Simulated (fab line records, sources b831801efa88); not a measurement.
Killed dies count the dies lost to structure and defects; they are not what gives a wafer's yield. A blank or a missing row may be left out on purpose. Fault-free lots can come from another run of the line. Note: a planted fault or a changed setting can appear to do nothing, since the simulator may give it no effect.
What tool caused it?    flow sky130    route of 708 steps, sampled at 1 step: 11 lots, 31 wafers

== WHAT THE GAUGES SHOWED, per wafer ==
SKY_LI_CONTACT_OVL_MEAS_13.
lot   measured      on          LI_CONTACT_OVL (nm)
L531  day 29 17:49  overlay-01  -6 -8 -10
L532  day 30 05:07  overlay-01  -9 -5 -7
L533  day 30 11:29  overlay-02  -12 -7 -13
L534  day 31 03:58  overlay-02  -6 -8 -5
L536  day 32 00:13  overlay-02  5 3 1
L537  day 32 08:56  overlay-02  -4 1 -4
L539  day 32 18:44  overlay-02  -2 -1 1
L540  day 32 22:44  overlay-02  1 -5 -11
L541  day 33 11:10  overlay-02  -3 -9 -3
L545  day 34 11:53  overlay-02  -9 -3
L550  day 35 23:54  overlay-02  4 -5

== EACH LOT AND THE TOOL THAT RAN IT (in order: tool; ch and the chambers of the sampled wafers; start) ==
Before these readings, the record contains no process step.

== AS READ BY THE TOOLS THEMSELVES (means over the sampled wafers that have a number; for cases with no such wafer, the mark the record gives instead) ==
The record holds no such reading with a usual standard deviation.

== THE ANSWER, worked out from the rows above alone ==
Rule: usual is defined by the lots themselves. The widest of any qualifying gaps counts: lots, ordered by their means at a reading, are off when they make up no more than a third of the lots, leave a main group of 4 or more, and stand apart from it by 3 or more times the standard deviation of that group's means. Not used: any main group whose means are identical at the precision the tables above print for the reading. Also off: a lot with no number at a reading for which 4 or more lots have one. All remaining lots with rows at the step are treated as sound. First the gauges in route order, then the tools' own readings, where a lot's mean is used as printed above. The first step at which some lot is off is used, and at that step the reading that is off furthest; a lot without a number counts as furthest.
Across all readings shown, no lot is off: no conclusion can be drawn from this.

== WHAT HAD BEEN PUT IN BY THE SIMULATOR ==
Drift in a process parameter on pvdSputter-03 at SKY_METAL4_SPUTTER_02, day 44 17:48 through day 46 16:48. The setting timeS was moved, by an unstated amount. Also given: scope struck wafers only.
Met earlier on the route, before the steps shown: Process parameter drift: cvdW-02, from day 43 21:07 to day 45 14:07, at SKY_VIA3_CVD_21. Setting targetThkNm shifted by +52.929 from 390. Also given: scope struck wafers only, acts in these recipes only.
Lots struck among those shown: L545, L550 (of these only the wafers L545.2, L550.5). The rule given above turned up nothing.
